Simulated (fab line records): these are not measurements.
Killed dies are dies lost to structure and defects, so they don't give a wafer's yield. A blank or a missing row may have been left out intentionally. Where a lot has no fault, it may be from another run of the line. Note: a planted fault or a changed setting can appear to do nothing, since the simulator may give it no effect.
Comparing a struck lot with a sound one | flow sfq line | 26 steps out of a route of 325
Sound: these wafers, L141.3, L141.5, L141.6. Struck: wafer L135.2. (L135.1, L135.5 of the same lot were not struck and are left out.) The cause comes at the end.
Each step with rows lists, per side, the tool, then ch with its chambers, then its first start. Under that, the readings that differ: sound wafers | struck wafers | difference of the means | sigmas: that difference in standard deviations of wafers without a fault.
alike: same words and numbers on both sides, and readings whose means sit less than 2 such deviations apart. not compared: any withheld reading, any reading some wafer has no value for, any bound like >300 that may hide the same value, and any number with overlapping values for which the record gives no deviation.
Wherever a step has rows on one side only, a row that says differs or no value, or a row with sigmas, the two part there. Numbers that have no deviation but don't overlap get no sigmas and don't part them. A reading that every wafer of one side lacks parts them only if that side has two wafers or more.

SFQ_L0_RS_MEAS_901: the measuring method here is four-point-probe.
  sound: film metro-03 at day 4 15:36; struck: film metro-02 at day 3 09:34
  reading                | sound          | struck | difference | sigmas
  L0_MONX_KI_RS (ohm/sq) | 43.4 44.0 43.3 | 42.6   | -1.0       | -2
SFQ_L0_THK_MEAS_902: measures by xrf.
  sound: film metro-03 at day 4 15:42; struck: film metro-02 at day 3 09:41
  alike: L0_MONX_KI_THK
then, 6 steps without rows for these wafers: SFQ_TRILAYER_L0_LITHO_COAT_010 (resist thk 62 nm); SFQ_TRILAYER_L0_LITHO_COAT_005 (resist thk 600 nm); SFQ_TRILAYER_L0_LITHO_SOFTBAKE_009; SFQ_TRILAYER_L0_LITHO_EXPOSE_006 (exposes mask L0, target cd 2000 nm); SFQ_TRILAYER_L0_LITHO_PEB_008 (peb time 60 s); SFQ_TRILAYER_L0_LITHO_DEVELOP_007 (time 60 s).
-- the record jumps here: 3 days lie between the struck wafers' starts before and after --
SFQ_TRILAYER_L0_BARC_OPEN_METAL_ETCH_010: etches BARC in O2, target depth 125 nm, time 41.7 s.
  sound on rie metal-01 ch 0,1, day 7 20:40; struck on rie metal-03 ch 0, day 6 13:39
  reading                     | sound          | struck | difference                   | sigmas
  drypump motor current A (A) | 5.60 5.61 5.60 | 6.44   | +0.84                        | +3
  rf hours counter h (h)      | - - -          | 93     | no value on the sound wafers |
  alike: oes product au
SFQ_TRILAYER_L0_ETCH_METAL_ETCH_008: etches MoNx KI in SF6/O2, stops on SiO2, target depth 50 nm, time 25 s.
  sound on rie metal-01 ch 0,1, day 7 20:43; struck on rie metal-03 ch 0, day 6 13:43
  reading                     | sound             | struck | difference                   | sigmas
  drypump motor current A (A) | 5.60 5.58 5.60    | 6.43   | +0.84                        | +3
  oes product au (a.u.)       | 0.873 0.860 0.866 | 0.885  | +0.019                       | +3
  rf hours counter h (h)      | - - -             | 93     | no value on the sound wafers |
SFQ_TRILAYER_L0_STRIP_STRIP_009: strips in O2.
  sound on rie metal-01 ch 0,1, day 7 20:57; struck on rie metal-03 ch 0, day 6 13:46
  reading                     | sound          | struck | difference                   | sigmas
  drypump motor current A (A) | 5.59 5.57 5.61 | 6.44   | +0.85                        | +3
  rf hours counter h (h)      | - - -          | 93     | no value on the sound wafers |
  alike: oes product au
then, 1 step without rows for these wafers: SFQ_TRILAYER_L0_STRIP_SOLV_CLEAN_010 (cleans in NMP, time 600 s).
SFQ_TRILAYER_L0_CAP_PECVD_011: deposits SiO2 from SiH4/N2O, time 13.333 s, target thk 60 nm.
  sound on pecvd-02 ch 0,1,2, day 7 21:32; struck on pecvd-03 ch 0, day 6 14:32
  reading                                             | sound             | struck | difference | sigmas
  model.SiO2_of_TRILAYER_L0_CAP_PECVD_011.thk nm (nm) | 59.69 59.98 60.67 | 40.64  | -19.47     |
  alike: heater power w, throttle valve pct
  not compared: since wet clean h
then, 6 steps without rows for these wafers: SFQ_TRILAYER_L0_VIA_LITHO_COAT_018 (resist thk 62 nm); SFQ_TRILAYER_L0_VIA_LITHO_COAT_013 (resist thk 650 nm); SFQ_TRILAYER_L0_VIA_LITHO_SOFTBAKE_017; SFQ_TRILAYER_L0_VIA_LITHO_EXPOSE_014 (exposes mask L0V, target cd 700 nm); SFQ_TRILAYER_L0_VIA_LITHO_PEB_016 (peb time 60 s); SFQ_TRILAYER_L0_VIA_LITHO_DEVELOP_015 (time 60 s).
-- the record jumps here: 4 days lie between the struck wafers' starts before and after --
SFQ_L0V_OVL_MEAS_903:
  sound: overlay-01 at day 12 08:37; struck: overlay-02 at day 10 20:29
  alike: L0V_OVL
SFQ_TRILAYER_L0_VIA_BARC_OPEN_VIA_ETCH_021: etches BARC in O2, target depth 125 nm, time 41.7 s.
  sound on rie diel-01 ch 0,1,3, day 12 08:38; struck on rie diel-03 ch 2, day 10 20:31
  alike: drypump motor current A, oes product au
  not compared: rf hours counter h
SFQ_TRILAYER_L0_VIA_ETCH_VIA_ETCH_016: etches SiO2 in CHF3, stops on MoNx KI, target depth 80 nm.
  sound on rie diel-01 ch 0,1,3, day 12 08:41; struck on rie diel-03 ch 2, day 10 20:34
  reading                         | sound             | struck | difference | sigmas
  oes product au (a.u.)           | 0.833 0.849 0.846 | 0.692  | -0.151     | -22
  model.L0V.feature depth nm (nm) | 59.69 59.98 60.67 | 40.64  | -19.47     |
  model.etch.depth nm (nm)        | 59.69 59.98 60.67 | 40.64  | -19.47     |
  alike: drypump motor current A
SFQ_TRILAYER_L0_VIA_STRIP_STRIP_017: strips in O2.
  sound on rie metal-02 ch 0,1, day 12 08:56; struck on rie metal-04 ch 1, day 10 20:36
  reading                | sound             | struck | difference                   | sigmas
  oes product au (a.u.)  | 1.016 1.012 1.023 | 0.991  | -0.026                       | -2
  rf hours counter h (h) | - - -             | 43     | no value on the sound wafers |
  alike: drypump motor current A
then, 1 step without rows for these wafers: SFQ_TRILAYER_L0_VIA_STRIP_SOLV_CLEAN_018 (cleans in NMP, time 600 s).
SFQ_TRILAYER_M0_DEP_PRE_CLEAN_020: time 15 s.
  sound: pvd sputter-05 at day 12 09:30; struck: pvd sputter-06 at day 10 21:23
  reading                                             | sound             | struck | difference | sigmas
  model.SiO2_of_TRILAYER_L0_CAP_PECVD_011.thk nm (nm) | 54.69 54.98 55.67 | 35.64  | -19.47     |
then, 1 step without rows for these wafers: SFQ_TRILAYER_M0_DEP_SPUTTER_019 (material Nb, target thk 200 nm, time 133.3 s).

WHERE THEY PART
Last at SFQ_TRILAYER_L0_VIA_STRIP_STRIP_017 as far as this record goes, first at SFQ_L0_RS_MEAS_901.

WHY: whatever the simulator had introduced
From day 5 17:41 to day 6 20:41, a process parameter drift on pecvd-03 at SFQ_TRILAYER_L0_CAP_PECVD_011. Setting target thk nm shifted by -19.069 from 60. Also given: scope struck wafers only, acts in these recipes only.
